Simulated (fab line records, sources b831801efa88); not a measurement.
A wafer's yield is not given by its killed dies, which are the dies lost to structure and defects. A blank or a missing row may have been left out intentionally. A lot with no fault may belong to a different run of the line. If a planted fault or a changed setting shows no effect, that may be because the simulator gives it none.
2 desks, one fault ; flow gf180mcu ; each desk holds nothing but its own numbers, with what lay behind them at the end

== METROLOGY DESK ==
Lot by lot, what the gauges showed, no matter which tool ran the lot: averages of those sampled wafers that carry a number. Marked OUT: a lot whose mean sits more than 4 standard deviations from the usual mean, which makes it out of limits; the brackets give that distance.
Columns: A = MVSD_RS at GF_VT_IMPLANT_RS_MEAS_46, usual 456.7 ohm/sq; B = NWELL_RS at GF_VT_IMPLANT_RS_MEAS_47, usual 487.8 ohm/sq; C = LVPWELL_RS at GF_VT_IMPLANT_RS_MEAS_48, usual 1196.8 ohm/sq; D = MVPSD_RS at GF_VT_IMPLANT_RS_MEAS_49, usual 1168 ohm/sq; E = DUAL_GATE_OXIDATION_00_THK at GF_DUAL_GATE_THK_MEAS_03, usual 10.90 nm; F = DUAL_GATE_OVL at GF_DUAL_GATE_OVL_MEAS_11, usual 0.3 nm
lot;first seen here;A;B;C;D;E;F
L479;day 10 04:49;456.8;486.9;1198.8;1168;10.73;-0.3
L481;day 10 19:47;454.7;487.9;1198.9;1170;10.55;1.1
L484;day 11 18:15;457.8;487.3;1194.2;1174;10.96;1.6
L487;day 12 06:43;456.4;486.9;1195.0;1165;10.51;0.0
L491;day 13 12:25;456.8;489.7;1195.8;1166;11.05;-1.1
L492;day 13 17:43;456.9;488.2;1200.3;1167;11.26;-1.1
This desk found nothing out of limits on any of the 6 lots.

== FOR THE TOOL OWNER'S DESK: litho-track-04 ==
At GF_DUAL_GATE_SOFTBAKE_07 (time 60 s), the tool's own readings, given per lot that ran on this tool as the mean of the sampled wafers with a number. Marked OUT: a lot whose mean sits more than 4 standard deviations from the usual mean, which makes it out of limits; the brackets give that distance.
Columns: A = run-length-s at GF_DUAL_GATE_SOFTBAKE_07, usual 89.13 s
lot;first seen here;A
L484;day 12 06:19;89.02
L487;day 12 21:25;100.77 (+49) OUT
L491;day 14 00:40;112.59 (+98) OUT
This desk's verdict: out of limits on L487, L491, starting with L487 at day 12 21:25 (run-length-s at GF_DUAL_GATE_SOFTBAKE_07). L484: within limits.

== TAKEN TOGETHER ==
At day 12 21:25, on L487, L491, the tool owner's desk was in a position to raise an alarm.
Metrology desk: nothing out of limits seen.
The metrology desk holds a record of L487, L491, inside its limits.
The lots listed all ran GF_DUAL_GATE_SOFTBAKE_07 on litho-track-04.

== WHAT THE SIMULATOR PUT IN ==
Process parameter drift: litho-track-04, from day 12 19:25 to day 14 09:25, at GF_DUAL_GATE_SOFTBAKE_07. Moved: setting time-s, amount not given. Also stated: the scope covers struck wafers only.
Lots struck among those shown: L487, L491.
How many hours passed from the start of the fault until each desk's first out-of-limits reading: the tool owner's desk, 2.
